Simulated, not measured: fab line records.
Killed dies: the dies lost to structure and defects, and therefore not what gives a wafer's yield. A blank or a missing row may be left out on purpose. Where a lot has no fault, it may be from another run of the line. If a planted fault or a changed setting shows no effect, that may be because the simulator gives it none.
Code-filled problem report in 8D (eight disciplines) form    flow gf180mcu    the parts of the form that need people (team, actions taken, sign-off) are left out

## 1. THE PROBLEM
PASSIVATION_CVD_02_THK at GF_PASSIVATION_THK_MEAS_03 reads a mean of 933 nm on 1 wafer of 1 lot; wafers without a fault read 702 nm with a standard deviation of 8.8. Measured from the usual mean, that is +26 standard deviations.
Seen first at day 30 06:47 on film_metro-04, wafer L153.6. The record has a number at this step for 38 wafers belonging to 13 lots. Rule for "out", or "out of limits": more than 4 standard deviations from the usual mean. All remaining wafers that have a number are taken as sound.

## 2. WHAT IT IS; WHAT IT IS NOT
question                     is                      is not
which readings at this step  PASSIVATION_CVD_02_THK  -
which lots                   L153                    L147, L148, L149, L150, L154, L161, L162, L164, L166, L167, L168, L169
which wafers of those lots   L153.6                  L153.2
read on which gauges         film_metro-04           film_metro-01, film_metro-02
when                         from day 30 06:47       up to then (13 sound wafers); but 24 sound wafers of L154, L161, L162, L164, L166, L167, L168, L169 came after

## 3. WHAT RULES OUT EACH SUSPECT
Counting: if a tool at a process step up to the reading ran every lot that is out, it stays a suspect. Sound lots after the first of them don't rule it out here, since some wafers of a struck lot are sound.
- the gauge at GF_PASSIVATION_THK_MEAS_03: kept. All the wafers that are out were read on film_metro-04, and no step on other tools shows them out.
- cvd_w-02 at GF_V5_CVD_23 (deposits W, target thk 350 nm, time 104.9 s): kept. It ran the lot that is out, L153 (day 29 09:49).
- pvd_sputter-02 at GF_TOP_METAL_SPUTTER_04 (material TiN, target thk 25 nm, time 20.8 s): kept. The lot that is out, L153, ran on it at day 29 10:35; the last sound lot it ran before that was L150, at day 28 12:01.
- pecvd-01 at GF_PASSIVATION_CVD_02 (deposits Si3N4, target thk 700 nm, time 486.18 s): kept. The lot that is out, L153, ran on it at day 30 06:30; the last sound lot it ran before that was L150, at day 29 08:16.
- Within cvd_w-02 at GF_V5_CVD_23, the wafers that are out were processed in chamber 1 and their sound lot-mates in chamber 0.
- Within pecvd-01 at GF_PASSIVATION_CVD_02, the wafers that are out were processed in chamber 1 and their sound lot-mates in chamber 0.
Left after counting: cvd_w-02 at GF_V5_CVD_23, pvd_sputter-02 at GF_TOP_METAL_SPUTTER_04, pecvd-01 at GF_PASSIVATION_CVD_02, film_metro-04 at GF_PASSIVATION_THK_MEAS_03.

## 4. THE CAUSE (what the simulator had put in)
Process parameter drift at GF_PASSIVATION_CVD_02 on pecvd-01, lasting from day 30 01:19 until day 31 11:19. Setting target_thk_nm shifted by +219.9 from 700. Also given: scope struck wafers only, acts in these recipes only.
Of the 4 suspects that counting leaves, this tool is one.

## 5. SEQUENCE OF EFFECTS, ordered by route
Each row: a reading where the mean over the struck wafers with a number is more than 3 standard deviations away from the usual. Scope: only readings with a usual standard deviation given in the record; hours: median across lots of the time from each lot's start at the first step in this table that gives one to its start at this step; sigmas: change in usual standard deviations.
hours  step                        reading                 usual   on struck wafers  change  sigmas
0      GF_PASSIVATION_THK_MEAS_03  PASSIVATION_CVD_02_THK  702 nm  933               +231    +26

## 6. HOW IT WOULD HAVE BEEN CAUGHT EARLIER
In this record the first reading out of limits at a measuring or inspecting step was taken at day 30 06:47, 5 hours after the fault began at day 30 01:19.
Of the tool readings at GF_PASSIVATION_CVD_02 for which the record gives a usual standard deviation, none was out on any struck wafer, so an alarm limit of 4 standard deviations on them would not have fired.
Lots out: 1; all had begun GF_PASSIVATION_CVD_02 on pecvd-01 by day 30 06:47. Had the tool been put on hold then, not one of them would have been saved.
